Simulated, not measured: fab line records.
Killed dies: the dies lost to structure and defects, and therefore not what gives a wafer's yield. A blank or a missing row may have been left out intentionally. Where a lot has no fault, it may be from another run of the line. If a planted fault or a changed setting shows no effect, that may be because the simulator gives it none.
A sampling plan put to the test || flow gf180mcu || one line in one fab, 15 faults in these records, each fault weighed on the records of the lots it struck
The plan is the line's own looks: the steps of the route at which a gauge or an inspection reads the wafer and doesn't change it. A look can be judged if struck wafers have a number there and the file gives its usual mean and standard deviation on fault-free wafers. Caught: a look later than the fault's first step finds the struck wafers' mean 4 or more of those standard deviations (sigma) from the usual mean. On the tool: the fault's steps, tested the same way using the tool's own readings. Another recipe on the struck wafers, or a record that is blank for them alone, also counts as caught.

## THE FAULTS, as the simulator had put them in
1. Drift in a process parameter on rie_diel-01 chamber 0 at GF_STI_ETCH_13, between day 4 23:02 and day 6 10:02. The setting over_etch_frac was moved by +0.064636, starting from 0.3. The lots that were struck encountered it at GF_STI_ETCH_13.
2. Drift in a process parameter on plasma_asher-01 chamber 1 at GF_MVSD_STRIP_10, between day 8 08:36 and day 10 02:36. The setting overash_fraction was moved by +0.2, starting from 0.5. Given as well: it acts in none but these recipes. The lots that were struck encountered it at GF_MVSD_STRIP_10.
3. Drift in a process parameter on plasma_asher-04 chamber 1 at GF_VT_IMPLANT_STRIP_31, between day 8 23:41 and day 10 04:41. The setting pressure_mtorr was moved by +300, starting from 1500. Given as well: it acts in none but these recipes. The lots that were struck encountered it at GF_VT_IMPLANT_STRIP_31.
4. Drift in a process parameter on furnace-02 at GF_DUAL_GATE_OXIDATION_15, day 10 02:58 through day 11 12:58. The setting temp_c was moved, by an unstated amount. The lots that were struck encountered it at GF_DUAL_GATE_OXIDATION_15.
5. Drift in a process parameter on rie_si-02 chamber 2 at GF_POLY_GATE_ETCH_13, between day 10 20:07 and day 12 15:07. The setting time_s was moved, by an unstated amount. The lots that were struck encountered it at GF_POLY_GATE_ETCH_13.
6. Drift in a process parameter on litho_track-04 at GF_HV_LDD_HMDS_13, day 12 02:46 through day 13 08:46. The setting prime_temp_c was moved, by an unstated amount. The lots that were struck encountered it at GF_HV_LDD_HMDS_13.
7. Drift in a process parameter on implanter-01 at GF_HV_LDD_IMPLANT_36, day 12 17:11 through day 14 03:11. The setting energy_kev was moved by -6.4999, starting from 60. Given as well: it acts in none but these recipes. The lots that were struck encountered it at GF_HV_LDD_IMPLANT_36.
8. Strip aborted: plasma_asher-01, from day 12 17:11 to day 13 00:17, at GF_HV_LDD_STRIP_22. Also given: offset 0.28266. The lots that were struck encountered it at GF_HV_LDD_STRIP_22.
9. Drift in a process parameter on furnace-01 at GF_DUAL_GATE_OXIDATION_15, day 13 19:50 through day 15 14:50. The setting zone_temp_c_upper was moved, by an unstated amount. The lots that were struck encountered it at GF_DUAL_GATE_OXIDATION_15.
10. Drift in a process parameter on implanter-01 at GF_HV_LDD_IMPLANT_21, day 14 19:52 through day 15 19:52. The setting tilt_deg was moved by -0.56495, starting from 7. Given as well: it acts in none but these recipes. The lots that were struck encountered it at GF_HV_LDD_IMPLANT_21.
11. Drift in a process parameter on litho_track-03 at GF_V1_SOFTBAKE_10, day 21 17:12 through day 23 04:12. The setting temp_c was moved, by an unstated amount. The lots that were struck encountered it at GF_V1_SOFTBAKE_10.
12. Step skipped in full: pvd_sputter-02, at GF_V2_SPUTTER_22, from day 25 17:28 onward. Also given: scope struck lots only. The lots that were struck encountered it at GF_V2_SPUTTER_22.
13. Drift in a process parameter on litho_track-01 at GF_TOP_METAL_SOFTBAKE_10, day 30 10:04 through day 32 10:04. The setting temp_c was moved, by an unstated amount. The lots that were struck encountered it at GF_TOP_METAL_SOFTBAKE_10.
14. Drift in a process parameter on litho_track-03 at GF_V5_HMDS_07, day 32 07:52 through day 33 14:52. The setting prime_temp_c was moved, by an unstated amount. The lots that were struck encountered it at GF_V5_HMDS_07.
15. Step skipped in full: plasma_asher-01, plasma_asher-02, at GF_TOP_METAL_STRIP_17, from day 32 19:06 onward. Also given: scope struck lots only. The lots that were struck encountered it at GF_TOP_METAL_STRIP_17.

## WHAT THE PLAN SAW
{"fault": 1, "on the tool itself": "only faintly: oes_product_au -3.7 sigma", "first look that catches it": "none of the 2 looks that can be judged after it", "reading, sigma": "-", "median hours from its first step to that look": "-", "hours from the fault's start to the first struck lot there": "-", "judged looks passed uncaught": 2}
{"fault": 2, "on the tool itself": "oes_product_au -12 sigma", "first look that catches it": "no look after it can be judged", "reading, sigma": "-", "median hours from its first step to that look": "-", "hours from the fault's start to the first struck lot there": "-", "judged looks passed uncaught": 0}
{"fault": 3, "on the tool itself": "chamber_pressure_mTorr +99 or beyond sigma", "first look that catches it": "not the one look that can be judged after it", "reading, sigma": "-", "median hours from its first step to that look": "-", "hours from the fault's start to the first struck lot there": "-", "judged looks passed uncaught": 1}
{"fault": 4, "on the tool itself": "tube_center_temp_C +53 sigma", "first look that catches it": "none of the 3 looks that can be judged after it", "reading, sigma": "-", "median hours from its first step to that look": "-", "hours from the fault's start to the first struck lot there": "-", "judged looks passed uncaught": 3}
{"fault": 5, "on the tool itself": "run_length_s +17 sigma", "first look that catches it": "no look after it can be judged", "reading, sigma": "-", "median hours from its first step to that look": "-", "hours from the fault's start to the first struck lot there": "-", "judged looks passed uncaught": 0}
{"fault": 6, "on the tool itself": "prime_temp_c -23 sigma", "first look that catches it": "not the one look that can be judged after it", "reading, sigma": "-", "median hours from its first step to that look": "-", "hours from the fault's start to the first struck lot there": "-", "judged looks passed uncaught": 1}
{"fault": 7, "on the tool itself": "beam_energy_keV -99 or beyond sigma", "first look that catches it": "GF_HV_LDD_RS_MEAS_53", "reading, sigma": "HV_LDD_RS -6.2", "median hours from its first step to that look": 21.5, "hours from the fault's start to the first struck lot there": 26, "judged looks passed uncaught": 0}
{"fault": 8, "on the tool itself": "oes_product_au +41 sigma", "first look that catches it": "no look after it can be judged", "reading, sigma": "-", "median hours from its first step to that look": "-", "hours from the fault's start to the first struck lot there": "-", "judged looks passed uncaught": 0}
{"fault": 9, "on the tool itself": "spike_tc_upper_C -24 sigma", "first look that catches it": "none of the 2 looks that can be judged after it", "reading, sigma": "-", "median hours from its first step to that look": "-", "hours from the fault's start to the first struck lot there": "-", "judged looks passed uncaught": 2}
{"fault": 10, "on the tool itself": "tilt_deg -28 sigma", "first look that catches it": "not the one look that can be judged after it", "reading, sigma": "-", "median hours from its first step to that look": "-", "hours from the fault's start to the first struck lot there": "-", "judged looks passed uncaught": 1}
{"fault": 11, "on the tool itself": "heater_power_total_W -99 or beyond sigma", "first look that catches it": "GF_V1_CD_MEAS_14", "reading, sigma": "cd_nm -22", "median hours from its first step to that look": 12.4, "hours from the fault's start to the first struck lot there": 13, "judged looks passed uncaught": 0}
{"fault": 12, "on the tool itself": "the tool's record is blank for the struck wafers", "first look that catches it": "no look after it can be judged", "reading, sigma": "-", "median hours from its first step to that look": "-", "hours from the fault's start to the first struck lot there": "-", "judged looks passed uncaught": 0}
{"fault": 13, "on the tool itself": "heater_power_total_W +16 sigma", "first look that catches it": "no look after it can be judged", "reading, sigma": "-", "median hours from its first step to that look": "-", "hours from the fault's start to the first struck lot there": "-", "judged looks passed uncaught": 0}
{"fault": 14, "on the tool itself": "prime_temp_c -6.0 sigma", "first look that catches it": "no look after it can be judged", "reading, sigma": "-", "median hours from its first step to that look": "-", "hours from the fault's start to the first struck lot there": "-", "judged looks passed uncaught": 0}
{"fault": 15, "on the tool itself": "the tool's record is blank for the struck wafers", "first look that catches it": "no look after it can be judged", "reading, sigma": "-", "median hours from its first step to that look": "-", "hours from the fault's start to the first struck lot there": "-", "judged looks passed uncaught": 0}
A dash: the fault isn't caught, or these records don't give the number.

Caught at a look: 2 of 15. Caught on the tool: 14 of 15. By one or the other: 14 of 15.
Caught on the tool alone: faults 2, 3, 4, 5, 6, 8, 9, 10, 12, 13, 14, 15.
Caught by neither: fault 1.

## THINNER SAMPLING
In the worst case, this is how late the first struck lot would be measured if the look that catches a fault measured only every second or every third lot, by lot number:
{"fault": 7, "struck lots at that look, in order of time": "L258, L260, L261", "every lot": "26 h", "every second lot": "49 h", "every third lot": "may miss all 3"}
{"fault": 11, "struck lots at that look, in order of time": "L233, L234, L235", "every lot": "13 h", "every second lot": "20 h", "every third lot": "23 h"}
Hours are from the fault's start to the first struck lot that is measured. The limit of 4 sigma was tested on all struck wafers together, so one lot alone may lie under it. Other struck lots may not be in these records.

## THE LONGEST TIMED WAY FROM STEP TO LOOK
Fault 7: the median time between GF_HV_LDD_IMPLANT_36 and GF_HV_LDD_RS_MEAS_53 is 21.5 hours. No look between them can be judged.
